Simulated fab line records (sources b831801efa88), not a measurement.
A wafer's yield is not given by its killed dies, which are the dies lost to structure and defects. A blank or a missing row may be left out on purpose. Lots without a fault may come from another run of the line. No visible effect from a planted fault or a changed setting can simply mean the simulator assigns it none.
A struck lot beside a sound one :: flow gf180mcu :: 15 out of 602 route steps
Sound: wafers L810.1, L810.3, L810.6. Struck: wafers L823.1, L823.2, L823.5. Last of all comes the cause.
At each step with rows: each side's tool, then ch and its chambers, then its first start. Under that, the readings that differ: sound wafers :: struck wafers :: difference of the means :: sigmas: that difference in standard deviations of wafers without a fault.
alike: readings with means less than 2 such deviations apart, plus words and numbers identical on both sides. not compared: withheld readings, readings lacking a value on some wafer, bounds such as >300 that could conceal the same value, and numbers that have no deviation in the record and whose values overlap.
Wherever a step has rows on one side only, a row that says differs or no value, or a row with sigmas, the two part there. Non-overlapping numbers with no deviation appear without sigmas and do not part them. Lack of a reading on every wafer of one side parts them only where that side has two or more wafers.

GF_MIM_SPUTTER_04: material TiN, target thk 50 nm, time 41.7 s.
  sound on pvd-sputter-01, day 25 04:32; struck on pvd-sputter-03, day 29 08:57
  alike: throttle-valve-pct
GF_MIM_CVD_05: deposits Si3N4, target thk 42 nm, time 29.086 s.
  sound on pecvd-04 ch 0,1, day 25 04:34; struck on pecvd-03 ch 0,1,2, day 29 08:59
  alike: heater-power-outer-w, heater-power-w
GF_MIM_THK_MEAS_06:
  sound on film-metro-02, day 25 04:36; struck on film-metro-02, day 29 09:01
  alike: MIM_CVD_05_THK
GF_MIM_SPUTTER_07: material TiN, target thk 60 nm, time 50 s.
  sound on pvd-sputter-03, day 25 04:40; struck on pvd-sputter-01, day 29 09:05
  alike: throttle-valve-pct
GF_MIM_SPUTTER_08: material AlCu, target thk 200 nm, time 10.6 s.
  sound on pvd-sputter-03, day 25 04:43; struck on pvd-sputter-01, day 29 09:08
  alike: throttle-valve-pct
GF_MIM_SPUTTER_09: material TiN, target thk 35 nm, time 29.2 s.
  sound on pvd-sputter-03, day 25 04:44; struck on pvd-sputter-01, day 29 09:09
  alike: throttle-valve-pct
GF_MIM_RS_MEAS_10: measurement is done with a four-point probe.
  sound on film-metro-01, day 25 04:46; struck on film-metro-02, day 29 09:11
  alike: MIM_ALCU_RS
GF_MIM_THK_MEAS_11: measures by xrf.
  sound on film-metro-01, day 25 04:53; struck on film-metro-02, day 29 09:18
  alike: MIM_ALCU_THK
then, 4 steps without rows for these wafers: GF_MIM_DEHYDRATE_12 (time 60 s); GF_MIM_HMDS_13 (prime time 60 s); GF_MIM_COAT_14 (resist thk 1000 nm); GF_MIM_SOFTBAKE_15 (time 60 s).
GF_MIM_EXPOSE_16: exposes mask FuseTop, target cd 2000 nm.
  sound on iline-stepper-01 ch 0, day 25 15:41; struck on iline-stepper-02 ch 0, day 29 18:19
reading: model.MIM.overlay-x-nm (nm)
sound: 0.1626 0.1626 0.1626
struck: 175 175 175
difference: +175
sigmas: 
  alike: mask
then, 1 step without rows for these wafers: GF_MIM_PEB_17.
-- the record jumps here: 3 days lie between the struck wafers' starts before and after (it left off in module MIM and takes up again in module PASSIVATION, whose first step shown is number 602 of the route) --
GF_PASSIVATION_PROBE_99:
  rows exist in the record for the struck wafers here (prober-01, day 33 06:02), but not for the sound ones

## WHERE THEY PART
At GF_PASSIVATION_PROBE_99 and nowhere else, as far as this record goes.

WHY: whatever the simulator had introduced
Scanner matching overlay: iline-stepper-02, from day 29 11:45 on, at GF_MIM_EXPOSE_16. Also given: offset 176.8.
